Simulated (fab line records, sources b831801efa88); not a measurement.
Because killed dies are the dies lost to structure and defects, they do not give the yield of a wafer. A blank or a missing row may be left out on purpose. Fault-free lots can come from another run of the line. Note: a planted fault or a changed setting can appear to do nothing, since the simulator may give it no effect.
Which tool did it? || flow sky130 || 12 lots with 35 wafers sampled at 4 steps, on a route of 708 steps

WHAT THE GAUGES READ, wafer by wafer
SKY_METAL2_CD_MEAS_15 targets a cd of 140 nm. Usual: cd_nm 139.7 nm, standard deviation 1.3.
{"lot": "L545", "measured": "day 35 01:25", "on": "cd_sem-01", "cd_nm (nm)": "139.5 139.8 140.0", "flag": ""}
{"lot": "L547", "measured": "day 36 02:42", "on": "cd_sem-01", "cd_nm (nm)": "139.2 138.8 139.7", "flag": ""}
{"lot": "L548", "measured": "day 36 05:49", "on": "cd_sem-01", "cd_nm (nm)": "138.8 138.9 138.6", "flag": ""}
{"lot": "L549", "measured": "day 37 12:02", "on": "cd_sem-01", "cd_nm (nm)": "139.0 138.1 137.7", "flag": ""}
{"lot": "L552", "measured": "day 37 14:53", "on": "cd_sem-02", "cd_nm (nm)": "140.0 140.8 141.4", "flag": ""}
{"lot": "L551", "measured": "day 37 15:00", "on": "cd_sem-01", "cd_nm (nm)": "139.5 138.4 139.1", "flag": ""}
{"lot": "L553", "measured": "day 37 18:26", "on": "cd_sem-01", "cd_nm (nm)": "139.1 139.2 140.2", "flag": ""}
{"lot": "L554", "measured": "day 38 00:11", "on": "cd_sem-01", "cd_nm (nm)": "139.9 140.1 138.8", "flag": ""}
{"lot": "L556", "measured": "day 38 15:41", "on": "cd_sem-02", "cd_nm (nm)": "141.2 139.9 140.2", "flag": ""}
{"lot": "L557", "measured": "day 38 19:29", "on": "cd_sem-01", "cd_nm (nm)": "142.7 142.0 141.8", "flag": ""}
{"lot": "L558", "measured": "day 39 03:24", "on": "cd_sem-01", "cd_nm (nm)": "140.3 140.8 141.2", "flag": ""}
{"lot": "L563", "measured": "day 40 16:11", "on": "cd_sem-01", "cd_nm (nm)": "137.1 138.4", "flag": ""}

SKY_VIA3_THK_MEAS_01. Usual: VIA3_HDPCVD_THK typically reads 1639 nm, with standard deviation 13.
{"lot": "L545", "measured": "day 38 12:09", "on": "film_metro-03", "VIA3_HDPCVD_THK (nm)": "1621 1633 1614", "flag": ""}
{"lot": "L547", "measured": "day 39 12:05", "on": "film_metro-04", "VIA3_HDPCVD_THK (nm)": "1636 1625 1649", "flag": ""}
{"lot": "L548", "measured": "day 39 14:53", "on": "film_metro-03", "VIA3_HDPCVD_THK (nm)": "1623 1638 1626", "flag": ""}
{"lot": "L549", "measured": "day 40 19:37", "on": "film_metro-04", "VIA3_HDPCVD_THK (nm)": "1637 1637 1646", "flag": ""}
{"lot": "L552", "measured": "day 40 20:55", "on": "film_metro-04", "VIA3_HDPCVD_THK (nm)": "1625 1626 1627", "flag": ""}
{"lot": "L551", "measured": "day 40 21:59", "on": "film_metro-04", "VIA3_HDPCVD_THK (nm)": "1629 1642 1640", "flag": ""}
{"lot": "L553", "measured": "day 41 01:02", "on": "film_metro-04", "VIA3_HDPCVD_THK (nm)": "1640 1636 1639", "flag": ""}
{"lot": "L554", "measured": "day 41 06:25", "on": "film_metro-03", "VIA3_HDPCVD_THK (nm)": "1643 1638 1648", "flag": ""}
{"lot": "L556", "measured": "day 41 22:38", "on": "film_metro-01", "VIA3_HDPCVD_THK (nm)": "1651 1629 1635", "flag": ""}
{"lot": "L557", "measured": "day 42 02:14", "on": "film_metro-04", "VIA3_HDPCVD_THK (nm)": "1617 1636 1614", "flag": ""}
{"lot": "L558", "measured": "day 42 08:48", "on": "film_metro-04", "VIA3_HDPCVD_THK (nm)": "1629 1637 1632", "flag": ""}
{"lot": "L563", "measured": "day 43 19:16", "on": "film_metro-04", "VIA3_HDPCVD_THK (nm)": "1081 1661", "flag": "OFF"}

WHAT TOOL EACH LOT RAN ON (gives the tool, then ch and the chambers of the sampled wafers, and finally the start)
{"lot": "L545", "SKY_VIA2_ETCH_15": "rie_diel-04 ch 0,2,3, day 36 05:38", "SKY_VIA3_HDPCVD_00": "hdpcvd-02 ch 0,1,2, day 38 11:59"}
{"lot": "L547", "SKY_VIA2_ETCH_15": "rie_diel-04 ch 0,1,2, day 37 06:43", "SKY_VIA3_HDPCVD_00": "hdpcvd-01 ch 0,2, day 39 11:47"}
{"lot": "L548", "SKY_VIA2_ETCH_15": "rie_diel-02 ch 0,1,3, day 37 09:20", "SKY_VIA3_HDPCVD_00": "hdpcvd-02 ch 1,2, day 39 14:42"}
{"lot": "L549", "SKY_VIA2_ETCH_15": "rie_diel-01 ch 0,1,3, day 38 14:42", "SKY_VIA3_HDPCVD_00": "hdpcvd-02 ch 0,1, day 40 19:25"}
{"lot": "L552", "SKY_VIA2_ETCH_15": "rie_diel-02 ch 2,3, day 38 16:50", "SKY_VIA3_HDPCVD_00": "hdpcvd-02 ch 0,1,2, day 40 20:45"}
{"lot": "L551", "SKY_VIA2_ETCH_15": "rie_diel-01 ch 0,2,3, day 38 17:34", "SKY_VIA3_HDPCVD_00": "hdpcvd-02 ch 0,1, day 40 21:49"}
{"lot": "L553", "SKY_VIA2_ETCH_15": "rie_diel-01 ch 1,2,3, day 38 20:29", "SKY_VIA3_HDPCVD_00": "hdpcvd-02 ch 0,2, day 41 00:52"}
{"lot": "L554", "SKY_VIA2_ETCH_15": "rie_diel-01 ch 0,3, day 39 02:58", "SKY_VIA3_HDPCVD_00": "hdpcvd-01 ch 0,1,2, day 41 06:13"}
{"lot": "L556", "SKY_VIA2_ETCH_15": "rie_diel-04 ch 0,1, day 39 18:26", "SKY_VIA3_HDPCVD_00": "hdpcvd-02 ch 0,1,2, day 41 22:18"}
{"lot": "L557", "SKY_VIA2_ETCH_15": "rie_diel-02 ch 2,3, day 39 21:37", "SKY_VIA3_HDPCVD_00": "hdpcvd-02 ch 0,1,2, day 42 02:04"}
{"lot": "L558", "SKY_VIA2_ETCH_15": "rie_diel-02 ch 1,2, day 40 05:24", "SKY_VIA3_HDPCVD_00": "hdpcvd-02 ch 0,2, day 42 08:38"}
{"lot": "L563", "SKY_VIA2_ETCH_15": "rie_diel-01 ch 0,2, day 41 17:52", "SKY_VIA3_HDPCVD_00": "hdpcvd-01 ch 0,2, day 43 19:05"}
- SKY_VIA2_ETCH_15: etches SiO2 in C4F8/O2/Ar, stops on TiN, target depth 546 nm, time 84 s.
- SKY_VIA3_HDPCVD_00: deposits SiO2, target thk 1635 nm, time 272.5 s.

WHAT THE TOOLS THEMSELVES READ (means of the sampled wafers that have a number; where no wafer has one, the mark that the record gives instead)
SKY_VIA2_ETCH_15. Usual: oes_product_au 0.939 a.u., standard deviation 0.0042.
{"lot": "L545", "tool": "rie_diel-04", "oes_product_au (a.u.)": 0.938, "flag": ""}
{"lot": "L547", "tool": "rie_diel-04", "oes_product_au (a.u.)": 0.940, "flag": ""}
{"lot": "L548", "tool": "rie_diel-02", "oes_product_au (a.u.)": 0.936, "flag": ""}
{"lot": "L549", "tool": "rie_diel-01", "oes_product_au (a.u.)": 0.941, "flag": ""}
{"lot": "L552", "tool": "rie_diel-02", "oes_product_au (a.u.)": 0.940, "flag": ""}
{"lot": "L551", "tool": "rie_diel-01", "oes_product_au (a.u.)": 0.940, "flag": ""}
{"lot": "L553", "tool": "rie_diel-01", "oes_product_au (a.u.)": 0.940, "flag": ""}
{"lot": "L554", "tool": "rie_diel-01", "oes_product_au (a.u.)": 0.941, "flag": ""}
{"lot": "L556", "tool": "rie_diel-04", "oes_product_au (a.u.)": 0.938, "flag": ""}
{"lot": "L557", "tool": "rie_diel-02", "oes_product_au (a.u.)": 0.937, "flag": ""}
{"lot": "L558", "tool": "rie_diel-02", "oes_product_au (a.u.)": 0.934, "flag": ""}
{"lot": "L563", "tool": "rie_diel-01", "oes_product_au (a.u.)": 0.936, "flag": ""}

SKY_VIA3_HDPCVD_00. Usual: run_length_s 300.1 s, standard deviation 0.44.
{"lot": "L545", "tool": "hdpcvd-02", "run_length_s (s)": 300.4, "flag": ""}
{"lot": "L547", "tool": "hdpcvd-01", "run_length_s (s)": 299.9, "flag": ""}
{"lot": "L548", "tool": "hdpcvd-02", "run_length_s (s)": 300.2, "flag": ""}
{"lot": "L549", "tool": "hdpcvd-02", "run_length_s (s)": 299.8, "flag": ""}
{"lot": "L552", "tool": "hdpcvd-02", "run_length_s (s)": 300.3, "flag": ""}
{"lot": "L551", "tool": "hdpcvd-02", "run_length_s (s)": 299.7, "flag": ""}
{"lot": "L553", "tool": "hdpcvd-02", "run_length_s (s)": 300.3, "flag": ""}
{"lot": "L554", "tool": "hdpcvd-01", "run_length_s (s)": 300.0, "flag": ""}
{"lot": "L556", "tool": "hdpcvd-02", "run_length_s (s)": 300.1, "flag": ""}
{"lot": "L557", "tool": "hdpcvd-02", "run_length_s (s)": 300.2, "flag": ""}
{"lot": "L558", "tool": "hdpcvd-02", "run_length_s (s)": 300.5, "flag": ""}
{"lot": "L563", "tool": "hdpcvd-01", "run_length_s (s)": 251.4, "flag": "OFF"}

THE ANSWER, worked out from the rows above alone
Rule: take the mean of a lot's wafers that have a number; if it is more than 3 standard deviations from the usual mean, the lot is off. A lot without any number at a reading at which 4 lots or more have one is off too. Any other lot the step has rows for is counted as sound. The gauges are gone through in route order, then the tools' own readings, and for those a lot's mean is taken as printed above. At the first step where some lot is off, the reading lying furthest off is the one used; lots without a number count as furthest.
Off: at SKY_VIA3_THK_MEAS_01 (VIA3_HDPCVD_THK), L563.
A tool fits if, at a process step before that reading, it ran every lot that is off, and no sound lot after the first of them. Not tried: the gauges at SKY_VIA3_THK_MEAS_01; whatever is off there is also off at SKY_VIA3_HDPCVD_00, on other tools, and gauge error can't account for it. 2 tools fit, rie_diel-01 at SKY_VIA2_ETCH_15 and hdpcvd-01 at SKY_VIA3_HDPCVD_00, so this cannot tell which one it is.

WHAT HAD BEEN PUT IN BY THE SIMULATOR
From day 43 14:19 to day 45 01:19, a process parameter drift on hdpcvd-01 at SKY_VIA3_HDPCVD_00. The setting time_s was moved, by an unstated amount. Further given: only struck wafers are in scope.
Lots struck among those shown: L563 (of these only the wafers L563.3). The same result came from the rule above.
